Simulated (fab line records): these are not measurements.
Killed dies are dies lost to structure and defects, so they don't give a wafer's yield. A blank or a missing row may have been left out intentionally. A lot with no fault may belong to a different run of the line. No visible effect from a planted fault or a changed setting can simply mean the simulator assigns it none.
Which tool did it? :: flow sfq-line :: 14 lots with 42 wafers sampled at 3 steps, on a route of 325 steps

## WHAT THE GAUGES READ, wafer by wafer
SFQ_I6_OVL_MEAS_942. Usual: I6_OVL -3 nm, standard deviation 6.
lot: L813
measured: day 76 06:55
on: overlay-01
I6_OVL (nm): -7 -5 -6
flag: 

lot: L815
measured: day 76 19:17
on: overlay-02
I6_OVL (nm): -3 -3 -1
flag: 

lot: L816
measured: day 77 00:11
on: overlay-01
I6_OVL (nm): -1 -1 0
flag: 

lot: L818
measured: day 77 11:04
on: overlay-02
I6_OVL (nm): 0 -1 2
flag: 

lot: L819
measured: day 77 14:05
on: overlay-01
I6_OVL (nm): -6 -10 -11
flag: 

lot: L820
measured: day 78 00:27
on: overlay-02
I6_OVL (nm): -10 -8 -7
flag: 

lot: L822
measured: day 78 17:29
on: overlay-02
I6_OVL (nm): -4 5 -3
flag: 

lot: L823
measured: day 78 22:13
on: overlay-01
I6_OVL (nm): 2 0 2
flag: 

lot: L824
measured: day 82 11:51
on: overlay-02
I6_OVL (nm): 9 4 12
flag: 

lot: L825
measured: day 82 13:03
on: overlay-01
I6_OVL (nm): -3 -2 -3
flag: 

lot: L826
measured: day 82 14:16
on: overlay-02
I6_OVL (nm): -1 7 5
flag: 

lot: L830
measured: day 84 02:16
on: overlay-01
I6_OVL (nm): -1 3 -9
flag: 

lot: L831
measured: day 84 08:52
on: overlay-02
I6_OVL (nm): 5 -4 0
flag: 

lot: L836
measured: day 85 07:40
on: overlay-01
I6_OVL (nm): 0 5 2
flag: 

## EACH LOT AND THE TOOL THAT RAN IT (in order: tool; ch and the chambers of the sampled wafers; start)
lot: L813
SFQ_TRILAYER_I3_VIA_STRIP_STRIP_089: rie-metal-04 ch 0,1, day 43 10:09
SFQ_TRILAYER_C5_BARC_OPEN_VIA_ETCH_210: rie-diel-01 ch 1,2,3, day 71 17:44

lot: L815
SFQ_TRILAYER_I3_VIA_STRIP_STRIP_089: rie-metal-03 ch 0,1, day 44 04:24
SFQ_TRILAYER_C5_BARC_OPEN_VIA_ETCH_210: rie-diel-04 ch 1,2,3, day 72 06:56

lot: L816
SFQ_TRILAYER_I3_VIA_STRIP_STRIP_089: rie-metal-03 ch 0,1, day 44 08:00
SFQ_TRILAYER_C5_BARC_OPEN_VIA_ETCH_210: rie-diel-01 ch 1,2,3, day 72 08:08

lot: L818
SFQ_TRILAYER_I3_VIA_STRIP_STRIP_089: rie-metal-03 ch 0,1, day 45 02:00
SFQ_TRILAYER_C5_BARC_OPEN_VIA_ETCH_210: rie-diel-01 ch 1,2,3, day 72 20:08

lot: L819
SFQ_TRILAYER_I3_VIA_STRIP_STRIP_089: rie-metal-04 ch 0,1, day 45 04:24
SFQ_TRILAYER_C5_BARC_OPEN_VIA_ETCH_210: rie-diel-02 ch 1,3, day 72 22:25

lot: L820
SFQ_TRILAYER_I3_VIA_STRIP_STRIP_089: rie-metal-03 ch 0,1, day 45 10:24
SFQ_TRILAYER_C5_BARC_OPEN_VIA_ETCH_210: rie-diel-01 ch 1,3, day 73 09:13

lot: L822
SFQ_TRILAYER_I3_VIA_STRIP_STRIP_089: rie-metal-03 ch 0,1, day 46 16:24
SFQ_TRILAYER_C5_BARC_OPEN_VIA_ETCH_210: rie-diel-02 ch 1,2,3, day 74 02:01

lot: L823
SFQ_TRILAYER_I3_VIA_STRIP_STRIP_089: rie-metal-01 ch 0,1, day 47 23:36
SFQ_TRILAYER_C5_BARC_OPEN_VIA_ETCH_210: rie-diel-01 ch 1,2, day 74 05:37

lot: L824
SFQ_TRILAYER_I3_VIA_STRIP_STRIP_089: rie-metal-04 ch 0,1, day 48 00:48
SFQ_TRILAYER_C5_BARC_OPEN_VIA_ETCH_210: rie-diel-04 ch 1,2,3, day 74 06:49

lot: L825
SFQ_TRILAYER_I3_VIA_STRIP_STRIP_089: rie-metal-04 ch 0,1, day 48 15:11
SFQ_TRILAYER_C5_BARC_OPEN_VIA_ETCH_210: rie-diel-02 ch 0,3, day 74 09:20

lot: L826
SFQ_TRILAYER_I3_VIA_STRIP_STRIP_089: rie-metal-03 ch 0,1, day 48 20:11
SFQ_TRILAYER_C5_BARC_OPEN_VIA_ETCH_210: rie-diel-01 ch 1,3, day 74 12:56

lot: L830
SFQ_TRILAYER_I3_VIA_STRIP_STRIP_089: rie-metal-03 ch 0,1, day 49 11:31
SFQ_TRILAYER_C5_BARC_OPEN_VIA_ETCH_210: rie-diel-01 ch 0,1,2, day 79 14:26

lot: L831
SFQ_TRILAYER_I3_VIA_STRIP_STRIP_089: rie-metal-01 ch 0, day 49 13:55
SFQ_TRILAYER_C5_BARC_OPEN_VIA_ETCH_210: rie-diel-04 ch 0,1, day 80 01:40

lot: L836
SFQ_TRILAYER_I3_VIA_STRIP_STRIP_089: rie-metal-04 ch 0,1, day 51 21:58
SFQ_TRILAYER_C5_BARC_OPEN_VIA_ETCH_210: rie-diel-02 ch 0,3, day 81 04:21
- SFQ_TRILAYER_I3_VIA_STRIP_STRIP_089: strips in O2.
- SFQ_TRILAYER_C5_BARC_OPEN_VIA_ETCH_210: etches BARC in O2, target depth 125 nm, time 41.7 s.

## WHAT THE TOOLS THEMSELVES READ (means of the sampled wafers that have a number; where no wafer has one, the mark that the record gives instead)
SFQ_TRILAYER_I3_VIA_STRIP_STRIP_089. Usual: drypump-motor-current-A 5.5 A, standard deviation 0.52; oes-product-au 0.997 a.u., standard deviation 0.0095.
lot: L813
tool: rie-metal-04
drypump-motor-current-A (A): 5.2
oes-product-au (a.u.): 0.999
flag: 

lot: L815
tool: rie-metal-03
drypump-motor-current-A (A): 5.8
oes-product-au (a.u.): 0.998
flag: 

lot: L816
tool: rie-metal-03
drypump-motor-current-A (A): 5.4
oes-product-au (a.u.): 0.986
flag: 

lot: L818
tool: rie-metal-03
drypump-motor-current-A (A): 5.4
oes-product-au (a.u.): 0.995
flag: 

lot: L819
tool: rie-metal-04
drypump-motor-current-A (A): 5.3
oes-product-au (a.u.): 0.999
flag: 

lot: L820
tool: rie-metal-03
drypump-motor-current-A (A): 5.8
oes-product-au (a.u.): 1.007
flag: 

lot: L822
tool: rie-metal-03
drypump-motor-current-A (A): 5.3
oes-product-au (a.u.): 0.995
flag: 

lot: L823
tool: rie-metal-01
drypump-motor-current-A (A): 5.9
oes-product-au (a.u.): 0.984
flag: 

lot: L824
tool: rie-metal-04
drypump-motor-current-A (A): 5.1
oes-product-au (a.u.): 1.002
flag: 

lot: L825
tool: rie-metal-04
drypump-motor-current-A (A): 5.1
oes-product-au (a.u.): 0.996
flag: 

lot: L826
tool: rie-metal-03
drypump-motor-current-A (A): 5.8
oes-product-au (a.u.): 1.002
flag: 

lot: L830
tool: rie-metal-03
drypump-motor-current-A (A): 5.8
oes-product-au (a.u.): 0.999
flag: 

lot: L831
tool: rie-metal-01
drypump-motor-current-A (A): 6.0
oes-product-au (a.u.): 1.001
flag: 

lot: L836
tool: rie-metal-04
drypump-motor-current-A (A): 5.2
oes-product-au (a.u.): 0.996
flag: 

SFQ_TRILAYER_C5_BARC_OPEN_VIA_ETCH_210. Usual: drypump-motor-current-A 5.9 A, standard deviation 0.35; oes-product-au 0.685 a.u., standard deviation 0.0054.
lot: L813
tool: rie-diel-01
drypump-motor-current-A (A): 6.0
oes-product-au (a.u.): 0.689
flag: 

lot: L815
tool: rie-diel-04
drypump-motor-current-A (A): 5.8
oes-product-au (a.u.): 0.693
flag: 

lot: L816
tool: rie-diel-01
drypump-motor-current-A (A): 6.0
oes-product-au (a.u.): 0.687
flag: 

lot: L818
tool: rie-diel-01
drypump-motor-current-A (A): 6.0
oes-product-au (a.u.): 0.688
flag: 

lot: L819
tool: rie-diel-02
drypump-motor-current-A (A): 5.9
oes-product-au (a.u.): 0.682
flag: 

lot: L820
tool: rie-diel-01
drypump-motor-current-A (A): 6.1
oes-product-au (a.u.): 0.686
flag: 

lot: L822
tool: rie-diel-02
drypump-motor-current-A (A): 6.1
oes-product-au (a.u.): 0.688
flag: 

lot: L823
tool: rie-diel-01
drypump-motor-current-A (A): 6.0
oes-product-au (a.u.): 0.685
flag: 

lot: L824
tool: rie-diel-04
drypump-motor-current-A (A): 5.7
oes-product-au (a.u.): 0.687
flag: 

lot: L825
tool: rie-diel-02
drypump-motor-current-A (A): 5.3
oes-product-au (a.u.): 0.682
flag: 

lot: L826
tool: rie-diel-01
drypump-motor-current-A (A): 6.1
oes-product-au (a.u.): 0.690
flag: 

lot: L830
tool: rie-diel-01
drypump-motor-current-A (A): 6.1
oes-product-au (a.u.): 0.682
flag: 

lot: L831
tool: rie-diel-04
drypump-motor-current-A (A): 6.0
oes-product-au (a.u.): 0.684
flag: 

lot: L836
tool: rie-diel-02
drypump-motor-current-A (A): 5.7
oes-product-au (a.u.): 0.681
flag: 

## THE ANSWER, worked out from the rows above alone
Rule: lot off if the mean of its wafers having a number is beyond 3 standard deviations from the usual mean. A lot without any number at a reading at which 4 lots or more have one is off too. All remaining lots with rows at the step are treated as sound. Order of review: gauges by route order, followed by the tools' own readings, for which a lot's mean as printed above is used. At the first step where some lot is off, the reading lying furthest off is the one used; lots without a number count as furthest.
No lot is off at any reading shown: from this, nothing can be told.

## WHAT WAS PUT IN BY THE SIMULATOR
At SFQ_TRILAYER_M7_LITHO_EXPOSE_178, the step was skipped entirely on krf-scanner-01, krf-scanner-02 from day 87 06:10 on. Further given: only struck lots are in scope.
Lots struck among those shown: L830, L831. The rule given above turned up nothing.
